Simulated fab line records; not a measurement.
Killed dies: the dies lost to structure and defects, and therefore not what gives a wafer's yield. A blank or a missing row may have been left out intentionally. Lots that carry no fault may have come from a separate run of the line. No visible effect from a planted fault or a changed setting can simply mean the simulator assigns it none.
fab line records ; flow sky130
record lots=6; wafers=18; last-day=49
route steps=708 shown LDD_HVN@269 LDD_HVP@278 PAD_OPEN@708
lots that met no fault: from a run of the same line without faults
start-h: hours from the record's first day to the start of the lot's first wafer shown ; wait-h: hours since the lot's step before ; " as in the row above ; L1.1+2: one row covering several wafers at once ; - value missing, or start not given ; * or withheld: withheld ; < > ~ a bound
route shown NAME@n: names a module that has steps shown in the file, with the first one's number in the route ; usual: mean and standard deviation over wafers with no fault ; same: alike in all rows ; chamber/n: place in a boat ; sites: readings site by site ; _std_site: standard deviation of those values ; _edge_site: the outer-site mean with the inner-site mean subtracted ; radius-mm: for every site, how far away it sits from the centre of the wafer ; mask NAME#n: copy n ; behind: the most recent tool/chamber to have shaped the wafer ; hold: why the lot was held/for how many hours/how that ended ; device: the n, p or np transistor that did not switch ; end of line: the route-end tests of the same wafers ; step lacking rows: just its recipe ; killed: count of dies lost to structure and defects at first sort (not the wafer's yield) ; map: shows each die of a wafer: x if killed, . if not, _ if none is there
set.NAME: the setting as run; set.NAME@STEP: as run at that earlier step ; model.NAME: the simulator's own value behind a step, which no gauge read
lots at some steps of the route; a table a step, a row a wafer
services: from which hour (start-h, from the record's first day; less than 0 if before it) a tool's chamber was out of use, for how many hours, and why
## steps
# step SKY_LDD_HVN_COAT_02
# recipe resist=NOVOLAK; spin-rpm=3000; resist-thk-nm=300
# step SKY_LDD_HVN_SOFTBAKE_03
# recipe temp-c=90; time-s=60; resist=NOVOLAK
# step SKY_LDD_HVN_EXPOSE_04
# recipe mask-id=HVNTM; na=0.6; source-shape=conventional; sigma-outer=0.6; polarization=unpolarized; target-cd-nm=700; dose-mj=127
# step SKY_LDD_HVN_PEB_05
# recipe temp-c=withheld; time-s=*; resist=NOVOLAK
# step SKY_LDD_HVN_DEVELOP_06
# recipe resist=NOVOLAK; developer=TMAH; develop-time-s=60; dev-temp-c=23
# step SKY_LDD_HVN_OVL_MEAS_07
# usual LDD_HVN_OVL=-0.9/1.2
lot.wafer;tool;chamber;start-h;wait-h;LDD_HVN_OVL[nm]
L416.1;overlay-01;-;504.19;0.1;-2.4
L416.3;overlay-01;-;504.19;0.1;-3.0
L416.5;overlay-01;-;504.19;0.1;-1.8
L419.1;overlay-01;-;528.96;0.1;-0.4
L419.4;overlay-01;-;528.96;0.1;-0.7
L419.5;overlay-01;-;528.96;0.1;-1.0
L423.4;overlay-01;-;564.10;0.1;0.6
L423.5;overlay-01;-;564.10;0.1;-2.4
L423.6;overlay-01;-;564.10;0.1;-1.6
L424.2;overlay-01;-;567.08;0.1;-1.4
L424.4;overlay-01;-;567.08;0.1;0.5
L424.6;overlay-01;-;567.08;0.1;0.1
L430.1;overlay-02;-;619.08;0.1;-1.6
L430.3;overlay-02;-;619.08;0.1;-1.2
L430.4;overlay-02;-;619.08;0.1;-1.9
L431.1;overlay-02;-;622.41;0.1;-0.3
L431.4;overlay-02;-;622.41;0.1;0.4
L431.5;overlay-02;-;622.41;0.1;-1.1
# step SKY_LDD_HVN_IMPLANT_08
# recipe species=P; energy-kev=59.21; dose-cm2=3e+13; tilt-deg=40
# step SKY_LDD_HVN_STRIP_09
# recipe chemistry=O2/N2; power-w=1400; pressure-mtorr=1500; platen-temp-c=withheld; o2-flow-sccm=3000; n2-flow-sccm=300; overash-fraction=0.5
# usual drypump-motor-current-A=5.8/0.55; oes-product-au=0.408/0.0047; strip-time-to-endpoint-s=4.132/0.015
lot.wafer;tool;chamber;start-h;wait-h;drypump-motor-current-A;oes-product-au;rf-hours-counter-h;strip-time-to-endpoint-s
L416.1;plasma-asher-04;0;504.38;0.1;5.9;0.413;69;4.124
L416.3;plasma-asher-04;1;504.38;0.1;5.6;0.403;-;4.119
L416.5;plasma-asher-04;0;504.38;0.1;5.9;0.404;-;4.128
L419.1;plasma-asher-02;0;529.14;0.1;6.0;0.405;9;4.142
L419.4;plasma-asher-02;0;529.14;0.1;6.1;0.398;-;4.126
L419.5;plasma-asher-02;1;529.14;0.1;5.0;0.403;-;4.117
L423.4;plasma-asher-02;0;564.30;0.1;6.0;0.407;-;4.108
L423.5;plasma-asher-02;0;564.30;0.1;6.0;0.408;-;4.136
L423.6;plasma-asher-02;1;564.30;0.1;5.0;0.413;-;4.137
L424.2;plasma-asher-04;0;567.26;0.1;5.9;0.401;76;4.112
L424.4;plasma-asher-04;1;567.26;0.1;5.6;0.410;-;4.132
L424.6;plasma-asher-04;0;567.26;0.1;5.9;0.415;-;4.143
L430.1;plasma-asher-02;1;619.26;0.1;4.9;0.409;19;4.138
L430.3;plasma-asher-02;1;619.26;0.1;5.0;0.397;-;4.124
L430.4;plasma-asher-02;0;619.26;0.1;6.0;0.408;-;4.123
L431.1;plasma-asher-02;0;622.59;0.1;6.0;0.414;19;4.148
L431.4;plasma-asher-02;0;622.59;0.1;6.0;0.409;-;4.154
L431.5;plasma-asher-02;0;622.59;0.1;6.0;0.413;-;4.150
# step SKY_LDD_HVN_TW_MEAS_10
# usual LDD_HVN_TW=1417/6.4
lot.wafer;tool;chamber;start-h;wait-h;LDD_HVN_TW
L416.1;film-metro-04;-;504.48;0.1;1420
L416.3;film-metro-04;-;504.48;0.1;1422
L416.5;film-metro-04;-;504.48;0.1;1420
L419.1;film-metro-03;-;529.24;0.1;1406
L419.4;film-metro-03;-;529.24;0.1;1406
L419.5;film-metro-03;-;529.24;0.1;1406
L423.4;film-metro-03;-;564.39;0.1;1420
L423.5;film-metro-03;-;564.39;0.1;1412
L423.6;film-metro-03;-;564.39;0.1;1418
L424.2;film-metro-01;-;567.37;0.1;1424
L424.4;film-metro-01;-;567.37;0.1;1430
L424.6;film-metro-01;-;567.37;0.1;1427
L430.1;film-metro-01;-;619.36;0.1;1411
L430.3;film-metro-01;-;619.36;0.1;1411
L430.4;film-metro-01;-;619.36;0.1;1406
L431.1;film-metro-01;-;622.69;0.1;1412
L431.4;film-metro-01;-;622.69;0.1;1407
L431.5;film-metro-01;-;622.69;0.1;1415
# step SKY_LDD_HVP_DEHYDRATE_00
# recipe temp-c=200; time-s=60
# step SKY_LDD_HVP_HMDS_01
# recipe prime-time-s=60; prime-temp-c=120
# step SKY_LDD_HVP_COAT_02
# recipe resist=NOVOLAK; spin-rpm=3000; resist-thk-nm=300
# step SKY_LDD_HVP_SOFTBAKE_03
# recipe temp-c=90; time-s=60; resist=NOVOLAK
# usual heater-power-total-W=56.60/0.049; plate-temp-C=90.00/0.13
# same time-s=60
lot.wafer;tool;chamber;start-h;wait-h;heater-power-total-W;plate-temp-C
L416.1;litho-track-02;0;520.18;0.1;56.55;90.05
L416.3;litho-track-02;0;520.18;0.1;56.64;90.30
L416.5;litho-track-02;0;520.18;0.1;56.57;90.15
L419.1;litho-track-03;0;543.66;0.1;56.58;89.94
L419.4;litho-track-03;0;543.66;0.1;56.60;89.88
L419.5;litho-track-03;0;543.66;0.1;56.60;89.87
L423.4;litho-track-03;0;579.98;0.1;57.38;90.92
L423.5;litho-track-03;0;579.98;0.1;57.34;90.82
L423.6;litho-track-03;0;579.98;0.1;57.43;90.61
L424.2;litho-track-03;0;583.03;0.1;57.35;90.81
L424.4;litho-track-03;0;583.03;0.1;57.31;90.78
L424.6;litho-track-03;0;583.03;0.1;57.37;90.74
L430.1;litho-track-04;0;633.51;0.1;56.64;89.87
L430.3;litho-track-04;0;633.51;0.1;56.58;90.12
L430.4;litho-track-04;0;633.51;0.1;56.62;89.91
L431.1;litho-track-02;0;636.13;0.1;56.62;90.10
L431.4;litho-track-02;0;636.13;0.1;56.59;89.97
L431.5;litho-track-02;0;636.13;0.1;56.63;89.97
# step SKY_LDD_HVP_EXPOSE_04
# recipe mask-id=HVPTM; na=0.6; source-shape=conventional; sigma-outer=0.6; polarization=unpolarized; target-cd-nm=700; dose-mj=86
# step SKY_PAD_OPEN_PROBE_99
# usual killed_at_M0_to_M3=42/6.8; killed_at_M4_up=3.4/1.8; killed-at-contacts=25/5.7; killed-at-front-end=16/4.8; killed-at-other=0.2/0.39; killed-dies=87/9.6; killed-open=47/6.9; killed-short=40/6.3
# same gross-dies=492; killed-at-back-side=0
lot.wafer;tool;chamber;start-h;wait-h;killed_at_M0_to_M3;killed_at_M4_up;killed-at-contacts;killed-at-front-end;killed-at-other;killed-dies;killed-open;killed-short
L416.1;prober-01;-;1102.48;0.1;34;1;33;19;0;87;49;38
L416.3;prober-01;-;1102.58;0.2;43;1;18;10;0;72;42;30
L416.5;prober-01;-;1102.68;0.2;45;5;23;13;0;86;43;43
L419.1;prober-02;-;1118.48;0.1;42;7;31;13;0;93;47;46
L419.4;prober-02;-;1118.63;0.2;47;4;32;12;0;95;45;50
L419.5;prober-02;-;1118.68;0.2;51;2;19;20;0;92;53;39
L423.4;prober-02;-;1145.43;0.2;49;3;16;12;0;80;45;35
L423.5;prober-02;-;1145.48;0.2;45;3;25;21;0;94;50;44
L423.6;prober-02;-;1145.53;0.2;39;4;24;10;0;77;41;36
L424.2;prober-01;-;1146.32;0.1;37;1;21;9;0;68;37;31
L424.4;prober-01;-;1146.42;0.2;33;2;24;16;0;75;45;30
L424.6;prober-01;-;1146.52;0.2;57;4;23;24;0;108;52;56
L430.1;prober-01;-;1176.89;0.1;38;3;26;11;0;78;47;31
L430.3;prober-01;-;1176.99;0.2;37;6;27;18;0;88;50;38
L430.4;prober-01;-;1177.04;0.2;39;4;35;13;0;91;43;48
L431.1;prober-02;-;1179.01;0.1;40;1;15;18;0;74;43;31
L431.4;prober-02;-;1179.16;0.2;50;3;32;15;1;101;59;42
L431.5;prober-02;-;1179.21;0.2;31;9;29;17;0;86;40;44
# killed by level:class
L416.1 CONTACT:geometric-particle:open=11 LOCAL_INTERCONNECT:geometric-particle:short=9 FIELD_ISO:geometric-particle:open=6 METAL2:geometric-particle:short=6 VIA1:geometric-particle:open=5 FIELD_ISO:geometric-particle:short=4 LI_CONTACT:geometric-particle:short=4 LI_CONTACT:geometric-particle:open=4
L416.3 CONTACT:geometric-particle:open=8 VIA1:geometric-particle:open=8 METAL2:geometric-particle:short=8 VIA3:geometric-particle:open=7 VIA1:geometric-particle:short=5 LI_CONTACT:geometric-particle:open=4 VIA3:geometric-particle:short=4 LI_CONTACT:geometric-particle:short=3
L416.5 VIA1:geometric-particle:open=15 CONTACT:geometric-particle:open=10 VIA1:geometric-particle:short=10 METAL2:geometric-particle:short=8 CONTACT:geometric-particle:short=6 POLY_GATE:geometric-particle:open=4 METAL1:geometric-particle:short=4 FIELD_ISO:geometric-particle:short=3
L419.1 CONTACT:geometric-particle:open=10 VIA1:geometric-particle:open=8 METAL3:geometric-particle:short=7 METAL1:geometric-particle:short=6 LI_CONTACT:geometric-particle:open=6 LOCAL_INTERCONNECT:geometric-particle:short=6 VIA3:geometric-particle:open=5 POLY_GATE:geometric-particle:open=4
L419.4 CONTACT:geometric-particle:open=10 VIA1:geometric-particle:open=9 CONTACT:geometric-particle:short=8 LOCAL_INTERCONNECT:geometric-particle:short=7 METAL1:geometric-particle:short=7 METAL2:geometric-particle:short=7 LI_CONTACT:geometric-particle:open=6 VIA2:geometric-particle:open=5
L419.5 VIA1:geometric-particle:open=12 VIA2:geometric-particle:open=10 VIA1:geometric-particle:short=8 POLY_GATE:geometric-particle:open=7 CONTACT:geometric-particle:open=7 METAL1:geometric-particle:short=5 LI_CONTACT:geometric-particle:open=4 FIELD_ISO:geometric-particle:open=3
L423.4 VIA1:geometric-particle:open=13 CONTACT:geometric-particle:open=11 VIA1:geometric-particle:short=7 VIA3:geometric-particle:open=7 METAL3:geometric-particle:short=6 FIELD_ISO:geometric-particle:short=4 POLY_GATE:geometric-particle:open=3 LI_CONTACT:geometric-particle:open=3
L423.5 VIA2:geometric-particle:open=9 POLY_GATE:geometric-particle:open=7 CONTACT:geometric-particle:short=7 CONTACT:geometric-particle:open=7 FIELD_ISO:geometric-particle:short=6 LI_CONTACT:geometric-particle:open=6 METAL2:geometric-particle:short=6 VIA3:geometric-particle:open=6
L423.6 LI_CONTACT:geometric-particle:open=9 CONTACT:geometric-particle:open=8 VIA1:geometric-particle:open=8 METAL3:geometric-particle:short=6 VIA2:geometric-particle:open=5 VIA1:geometric-particle:short=5 SPACER:geometric-particle:short=3 LI_CONTACT:geometric-particle:short=3
L424.2 VIA2:geometric-particle:open=11 CONTACT:geometric-particle:open=6 VIA1:geometric-particle:open=6 LI_CONTACT:geometric-particle:open=4 CONTACT:geometric-particle:short=4 METAL1:geometric-particle:short=4 LI_CONTACT:geometric-particle:short=3 METAL3:geometric-particle:short=3
L424.4 VIA1:geometric-particle:open=12 LI_CONTACT:geometric-particle:open=9 CONTACT:geometric-particle:open=8 FIELD_ISO:geometric-particle:short=4 POLY_GATE:geometric-particle:open=4 METAL2:geometric-particle:open=4 VIA2:geometric-particle:open=4 POLY_GATE:geometric-particle:short=3
L424.6 FIELD_ISO:geometric-particle:short=12 VIA2:geometric-particle:open=11 METAL1:geometric-particle:short=9 VIA1:geometric-particle:open=8 LI_CONTACT:geometric-particle:short=7 METAL2:geometric-particle:short=7 VIA1:geometric-particle:short=6 FIELD_ISO:geometric-particle:open=5
L430.1 VIA1:geometric-particle:open=11 CONTACT:geometric-particle:open=10 LI_CONTACT:geometric-particle:open=8 CONTACT:geometric-particle:short=5 METAL2:geometric-particle:short=4 VIA3:geometric-particle:open=4 FIELD_ISO:geometric-particle:open=3 POLY_GATE:geometric-particle:open=3
L430.3 VIA2:geometric-particle:open=11 CONTACT:geometric-particle:open=10 CONTACT:geometric-particle:short=8 VIA1:geometric-particle:open=6 VIA3:geometric-particle:open=5 SPACER:geometric-particle:short=4 LI_CONTACT:geometric-particle:open=4 FIELD_ISO:geometric-particle:short=3
L430.4 CONTACT:geometric-particle:short=14 VIA1:geometric-particle:open=9 LI_CONTACT:geometric-particle:open=7 CONTACT:geometric-particle:open=7 VIA3:geometric-particle:open=7 POLY_GATE:geometric-particle:short=4 LI_CONTACT:geometric-particle:short=4 METAL1:geometric-particle:short=4
L431.1 VIA2:geometric-particle:open=9 VIA1:geometric-particle:open=8 POLY_GATE:geometric-particle:short=6 CONTACT:geometric-particle:open=6 VIA3:geometric-particle:open=5 CONTACT:geometric-particle:short=4 VIA1:geometric-particle:short=4 METAL2:geometric-particle:open=4
L431.4 LI_CONTACT:geometric-particle:open=11 CONTACT:geometric-particle:open=11 METAL1:geometric-particle:short=11 VIA3:geometric-particle:open=8 VIA1:geometric-particle:open=8 VIA2:geometric-particle:open=7 METAL2:geometric-particle:short=5 FIELD_ISO:geometric-particle:short=4
L431.5 CONTACT:geometric-particle:open=11 VIA1:geometric-particle:short=10 LI_CONTACT:geometric-particle:open=7 FIELD_ISO:geometric-particle:short=6 POLY_GATE:geometric-particle:open=4 VIA1:geometric-particle:open=4 LOCAL_INTERCONNECT:geometric-particle:short=4 METAL1:geometric-particle:short=4
## services
tool;chamber;start-h;hours;kind
plasma-asher-02;-;491.20;1.4;repair
plasma-asher-02;-;611.59;2.8;pm
## key
first-sign step=SKY_LDD_HVP_SOFTBAKE_03; reading=heater-power-total-W; direction=up; sigmas=16; usual=*; struck=*
effect step=SKY_LDD_HVP_SOFTBAKE_03; reading=plate-temp-C; direction=up; sigmas=6.1; usual=*; struck=*
met-at SKY_LDD_HVP_SOFTBAKE_03
struck-wafers L423.4,L423.5,L423.6,L424.2,L424.4,L424.6
tester-left-out L423,L424
onset-between 543.66 579.98
fault kind=process-parameter-drift; tool=litho-track-03; chamber=-; onset-h=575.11; steps=SKY_LDD_HVP_SOFTBAKE_03; channel=temp-c; offset=*; shape=step; end-h=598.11; acts-in=*; stated=*
# tester-left-out: of these lots the tester's yield and bins aren't shown, on N5 and GAA mostly nor the transistor test; their killed dies are dies lost to structure and defects alone, not to doping, threshold or leakage, so they don't give the yield
